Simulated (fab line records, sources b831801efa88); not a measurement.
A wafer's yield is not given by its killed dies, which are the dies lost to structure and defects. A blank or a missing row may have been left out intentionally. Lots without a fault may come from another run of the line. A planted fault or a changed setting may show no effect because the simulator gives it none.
The tool behind it: which one?    flow gf180mcu    14 lots, 42 wafers sampled, at 3 steps of a route of 602

== WHAT THE GAUGES SHOWED, per wafer ==
GF_M1_OVL_MEAS_15. Usual: for M1_OVL the level is -1 nm and the standard deviation is 6.3.
lot   measured      on          M1_OVL (nm)  flag
L559  day 17 01:14  overlay-01  -2 6 -4      
L560  day 17 09:44  overlay-01  2 6 10       
L563  day 18 23:44  overlay-01  3 -1 -1      
L564  day 19 06:15  overlay-01  1 -2 10      
L568  day 20 23:21  overlay-02  -10 1 -11    
L573  day 22 05:49  overlay-02  4 -8 -5      
L574  day 22 20:31  overlay-02  1 -8 -10     
L576  day 23 10:21  overlay-02  -2 0 -8      
L577  day 23 16:50  overlay-02  10 1 7       
L580  day 24 15:05  overlay-02  -4 9 4       
L581  day 24 19:52  overlay-02  -8 1 5       
L582  day 25 06:50  overlay-01  -8 -4 -5     

GF_V1_RS_MEAS_24: measures by four-point-probe. Usual: for V1_W_RS the level is 0.326 ohm/sq and the standard deviation is 0.0054.
lot   measured      on             V1_W_RS (ohm/sq)   flag
L559  day 18 02:53  film_metro-04  0.326 0.328 0.326  
L560  day 18 11:08  film_metro-03  0.333 0.324 0.329  
L563  day 20 02:32  film_metro-04  0.333 0.322 0.332  
L564  day 20 09:06  film_metro-03  0.335 0.327 0.322  
L568  day 22 01:15  film_metro-03  0.318 0.315 0.327  
L573  day 23 07:14  film_metro-04  0.331 0.329 0.331  
L574  day 23 21:33  film_metro-03  0.328 0.317 0.323  
L576  day 24 11:22  film_metro-03  0.329 0.319 0.318  
L577  day 24 17:37  film_metro-03  0.335 0.334 0.331  
L580  day 25 14:46  film_metro-03  0.331 0.318 0.322  
L581  day 25 19:50  film_metro-01  0.324 0.333 0.327  
L582  day 26 06:38  film_metro-01  0.325 0.324 0.327  

== WHICH TOOL RAN EACH LOT (tool, then ch and the chambers of the sampled wafers, then the start) ==
lot   GF_CONTACT_CVD_00
L559  hdpcvd-02 ch 0,2, day 15 02:41
L560  hdpcvd-02 ch 0,2, day 15 10:47
L563  hdpcvd-02 ch 0,1,2, day 16 22:25
L564  hdpcvd-01 ch 0,2, day 17 04:38
L565  hdpcvd-01 ch 1,2, day 17 11:50
L566  hdpcvd-02 ch 0,1, day 17 17:46
L568  hdpcvd-01 ch 1,2, day 18 19:53
L573  hdpcvd-02 ch 0,2, day 20 03:23
L574  hdpcvd-02 ch 1,2, day 20 19:18
L576  hdpcvd-01 ch 0,1, day 21 10:43
L577  hdpcvd-02 ch 0,2, day 21 16:07
L580  hdpcvd-01 ch 0,1,2, day 22 15:49
L581  hdpcvd-01 ch 0,1, day 22 21:21
L582  hdpcvd-02 ch 1,2, day 23 08:39
- GF_CONTACT_CVD_00: deposits SiO2, target thk 300 nm, time 50 s.

== AS READ BY THE TOOLS THEMSELVES (means over the sampled wafers that have a number; for cases with no such wafer, the mark the record gives instead) ==
GF_CONTACT_CVD_00. Usual: pressure_mtorr 6.000 mTorr, standard deviation 0.013; run_length_s 78.0 s, standard deviation 0.48.
lot   tool       pressure_mtorr (mTorr)  run_length_s (s)  flag
L559  hdpcvd-02  6.003                   78.1              
L560  hdpcvd-02  5.995                   77.8              
L563  hdpcvd-02  5.995                   78.1              
L564  hdpcvd-01  6.001                   77.8              
L565  hdpcvd-01  -                       -                 OFF
L566  hdpcvd-02  -                       -                 OFF
L568  hdpcvd-01  5.993                   78.0              
L573  hdpcvd-02  5.993                   77.6              
L574  hdpcvd-02  5.999                   78.5              
L576  hdpcvd-01  6.000                   78.4              
L577  hdpcvd-02  6.007                   77.8              
L580  hdpcvd-01  5.998                   78.1              
L581  hdpcvd-01  6.007                   78.4              
L582  hdpcvd-02  6.016                   77.9              

== THE ANSWER, worked out from the rows above alone ==
Rule: a lot is off if the mean of its wafers that have a number lies more than 3 standard deviations from the usual mean. A lot without any number at a reading at which 4 lots or more have one is off too. Where the step has rows for the other lots, those lots are counted as sound. First the gauges in route order, then the tools' own readings, where a lot's mean is used as printed above. The first step at which some lot is off is used, and at that step the reading that is off furthest; a lot without a number counts as furthest.
Off: L565, L566, at GF_CONTACT_CVD_00 (pressure_mtorr). Without a number there: L565, L566.
A tool fits if, at that step or a process step before it, it ran every lot that is off, and no sound lot after the first of them. Of those tried, none fits.

== WHAT THE SIMULATOR HAD INSERTED ==
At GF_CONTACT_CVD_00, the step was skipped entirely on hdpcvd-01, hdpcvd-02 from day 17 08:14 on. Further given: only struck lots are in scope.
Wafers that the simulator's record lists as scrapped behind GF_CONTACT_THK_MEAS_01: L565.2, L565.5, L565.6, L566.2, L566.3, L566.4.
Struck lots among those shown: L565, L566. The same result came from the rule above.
